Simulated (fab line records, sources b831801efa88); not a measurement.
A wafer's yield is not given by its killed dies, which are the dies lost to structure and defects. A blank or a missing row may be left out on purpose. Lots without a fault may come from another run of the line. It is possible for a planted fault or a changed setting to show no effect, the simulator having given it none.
Which tool is to blame? -- flow gf180mcu -- 13 lots (39 wafers sampled), 1 step of a 602-step route

== WHAT THE GAUGES SHOWED, per wafer ==
GF_M5_OVL_MEAS_08. Usual: for M5_OVL the level is 0 nm and the standard deviation is 6.1.
lot,measured,on,M5_OVL (nm),flag
L972,day 26 09:38,overlay-02,2 1 0,
L973,day 26 13:34,overlay-01,-1 0 -6,
L974,day 26 21:55,overlay-01,9 10 11,
L975,day 27 09:35,overlay-01,0 2 -4,
L976,day 27 15:55,overlay-02,1 -3 0,
L977,day 27 21:45,overlay-02,4 2 2,
L981,day 29 09:08,overlay-01,8 8 1,
L982,day 29 11:53,overlay-02,-2 11 -3,
L983,day 29 23:05,overlay-01,-8 5 -1,
L987,day 30 20:14,overlay-01,-2 -6 -13,
L989,day 31 13:24,overlay-01,-2 0 1,
L993,day 32 09:14,overlay-01,-7 -14 -3,
L994,day 32 11:53,overlay-01,10 0 6,

== WHAT TOOL EACH LOT RAN ON (gives the tool, then ch and the chambers of the sampled wafers, and finally the start) ==
Record: no process step prior to these readings.

== WHAT THE TOOLS THEMSELVES READ (means of the sampled wafers that have a number; where no wafer has one, the mark that the record gives instead) ==
The record holds no such reading with a usual standard deviation.

== THE ANSWER, worked out from the rows above alone ==
Rule: lot off if the mean of its wafers having a number is beyond 3 standard deviations from the usual mean. A lot without any number at a reading at which 4 lots or more have one is off too. Any other lot the step has rows for is counted as sound. Order of review: gauges by route order, followed by the tools' own readings, for which a lot's mean as printed above is used. At the first step where some lot is off, the reading lying furthest off is the one used; lots without a number count as furthest.
No lot is off at any reading shown: from this, nothing can be told.

== WHAT THE SIMULATOR HAD INSERTED ==
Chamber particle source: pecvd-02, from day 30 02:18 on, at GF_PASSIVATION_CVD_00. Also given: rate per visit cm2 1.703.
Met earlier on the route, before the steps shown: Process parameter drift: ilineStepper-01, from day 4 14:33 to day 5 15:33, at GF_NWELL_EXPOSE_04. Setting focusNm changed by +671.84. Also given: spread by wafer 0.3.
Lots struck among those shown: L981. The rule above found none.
